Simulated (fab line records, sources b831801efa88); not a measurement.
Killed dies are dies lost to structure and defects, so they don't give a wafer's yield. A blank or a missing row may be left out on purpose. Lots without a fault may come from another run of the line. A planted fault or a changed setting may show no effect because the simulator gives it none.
Which tool did it? | flow sky130 | 15 lots, 45 wafers sampled, at 4 steps of a route of 708

WHAT THE GAUGES READ, wafer by wafer
SKY_FIELD_ISO_THK_MEAS_04.
lot  | measured    | on            | FIELD_ISO_CVD_03_THK (nm)
L288 | day 1 19:34 | film_metro-02 | 164.1 165.2 163.8
L289 | day 1 23:46 | film_metro-02 | 165.7 166.5 166.0
L290 | day 2 04:53 | film_metro-04 | 164.4 165.3 164.0
L292 | day 2 17:20 | film_metro-04 | 162.2 163.0 162.3
L293 | day 2 22:44 | film_metro-01 | 167.5 166.1 167.1
L297 | day 3 16:31 | film_metro-04 | 164.5 163.6 165.1
L298 | day 3 20:37 | film_metro-02 | 163.2 164.3 162.4
L299 | day 4 01:46 | film_metro-02 | 164.3 165.1 163.0
L301 | day 4 11:29 | film_metro-01 | 164.1 162.6 163.0
L305 | day 5 10:40 | film_metro-02 | 167.7 167.7 168.0
L306 | day 5 15:23 | film_metro-02 | 165.1 164.7 164.3
L307 | day 5 19:26 | film_metro-04 | 162.0 162.2 163.8
L308 | day 5 23:08 | film_metro-02 | 167.0 167.9 169.5
L309 | day 6 07:19 | film_metro-04 | 163.4 163.4 163.0
L310 | day 6 14:32 | film_metro-01 | 166.1 164.8 164.7

SKY_PWDE_OVL_MEAS_07.
lot  | measured    | on         | PWDE_OVL (nm)
L288 | day 4 05:47 | overlay-02 | 0.3 1.1 1.8
L289 | day 4 09:14 | overlay-02 | -0.8 0.5 0.1
L290 | day 4 12:42 | overlay-01 | 1.7 0.8 -1.4
L292 | day 5 04:48 | overlay-01 | -0.6 0.6 1.7
L293 | day 5 09:39 | overlay-02 | 1.5 -0.7 -2.0
L297 | day 6 04:50 | overlay-02 | - - -
L298 | day 6 10:26 | overlay-02 | - - -
L299 | day 6 16:20 | overlay-02 | - - -
L301 | day 7 02:54 | overlay-02 | -2.1 -0.3 -0.7
L305 | day 8 20:11 | overlay-02 | -0.4 -2.3 -1.9
L306 | day 8 19:50 | overlay-01 | 2.1 1.1 1.3
L307 | day 8 23:59 | overlay-01 | 1.0 0.2 1.2
L308 | day 8 23:36 | overlay-01 | -0.4 -0.5 0.3
L309 | day 9 05:27 | overlay-01 | 0.4 1.6 1.1
L310 | day 9 11:21 | overlay-01 | 1.2 1.6 0.9

SKY_NWELL_RS_MEAS_31: measures by four-point-probe.
lot  | measured     | on            | PWDE_RS (ohm/sq)
L288 | day 5 18:13  | film_metro-04 | 5330 5346 5328
L289 | day 5 21:59  | film_metro-01 | 5332 5336 5349
L290 | day 6 01:34  | film_metro-04 | 5382 5371 5366
L292 | day 6 19:18  | film_metro-01 | 5373 5367 5354
L293 | day 6 23:21  | film_metro-04 | 5397 5386 5418
L297 | day 7 19:49  | film_metro-03 | 5378 5389 5368
L298 | day 8 01:26  | film_metro-04 | 5339 5349 5354
L299 | day 8 07:49  | film_metro-01 | 5357 5348 5373
L301 | day 8 19:02  | film_metro-03 | 5391 5392 5394
L305 | day 10 17:11 | film_metro-01 | 5355 5354 5354
L306 | day 10 16:28 | film_metro-04 | 5390 5359 5363
L307 | day 10 21:59 | film_metro-01 | 5380 5383 5389
L308 | day 10 21:03 | film_metro-04 | 5361 5373 5350
L309 | day 11 03:41 | film_metro-03 | 5356 5349 5340
L310 | day 11 09:58 | film_metro-03 | 5354 5350 5351

WHICH TOOL RAN EACH LOT (tool, then ch and the chambers of the sampled wafers, then the start)
lot  | SKY_PWDE_EXPOSE_04
L288 | iline_stepper-01 ch 0, day 3 21:17
L289 | iline_stepper-01 ch 0, day 4 01:25
L290 | iline_stepper-01 ch 0, day 4 04:49
L292 | iline_stepper-01 ch 0, day 4 20:36
L293 | iline_stepper-01 ch 0, day 5 00:55
L297 | iline_stepper-02, day 5 19:53
L298 | iline_stepper-02, day 6 01:03
L299 | iline_stepper-02, day 6 07:17
L301 | iline_stepper-02 ch 0, day 6 18:05
L305 | iline_stepper-01 ch 0, day 8 10:00
L306 | iline_stepper-01 ch 0, day 8 09:44
L307 | iline_stepper-02 ch 0, day 8 13:39
L308 | iline_stepper-02 ch 0, day 8 13:12
L309 | iline_stepper-02 ch 0, day 8 19:15
L310 | iline_stepper-01 ch 0, day 9 00:43
- SKY_PWDE_EXPOSE_04: exposes mask PWDEM, target cd 840 nm.

WHAT THE TOOLS THEMSELVES READ (means of the sampled wafers that have a number; where no wafer has one, the mark that the record gives instead)
SKY_PWDE_EXPOSE_04.
lot  | tool             | exposure_dose_mJ_cm2 | focus_offset_nm (nm)
L288 | iline_stepper-01 | 213.98               | -0.3
L289 | iline_stepper-01 | 213.81               | 0.0
L290 | iline_stepper-01 | 213.78               | 0.4
L292 | iline_stepper-01 | 214.23               | 0.8
L293 | iline_stepper-01 | 214.08               | 0.1
L297 | iline_stepper-02 | -                    | -
L298 | iline_stepper-02 | -                    | -
L299 | iline_stepper-02 | -                    | -
L301 | iline_stepper-02 | 214.15               | 0.0
L305 | iline_stepper-01 | 213.96               | 0.1
L306 | iline_stepper-01 | 213.86               | 0.5
L307 | iline_stepper-02 | 214.33               | -0.5
L308 | iline_stepper-02 | 214.19               | -0.1
L309 | iline_stepper-02 | 214.02               | 0.2
L310 | iline_stepper-01 | 213.93               | -0.3

THE ANSWER, worked out from the rows above alone
Rule: what is usual is taken from the lots themselves. Put in order of their means at a reading, lots are off if they are a third of the lots or fewer, leave a main group of 4 or more, and stand apart from it by a gap of 3 or more times the standard deviation of the main group's means; of several such gaps the widest counts. A main group whose means are all the same, to the digits that the tables above print for the reading, isn't used. A lot without any number at a reading at which 4 lots or more have one is off too. The other lots that the step has rows for count as sound. The gauges are gone through in route order, then the tools' own readings, and for those a lot's mean is taken as printed above. The first step at which some lot is off is used, and at that step the reading that is off furthest; a lot without a number counts as furthest.
Off: L297, L298, L299, at SKY_PWDE_OVL_MEAS_07 (PWDE_OVL). Without a number there: L297, L298, L299. The main group: mean 0.3 nm, standard deviation 0.9.
A tool fits if, at a process step before that reading, it ran every lot that is off, and no sound lot after the first of them. The gauges at SKY_PWDE_OVL_MEAS_07 aren't tried: what is off there is off at SKY_PWDE_EXPOSE_04 too, on other tools, and a gauge's error can't cause that. None of those tried fits.

WHAT THE SIMULATOR HAD PUT IN
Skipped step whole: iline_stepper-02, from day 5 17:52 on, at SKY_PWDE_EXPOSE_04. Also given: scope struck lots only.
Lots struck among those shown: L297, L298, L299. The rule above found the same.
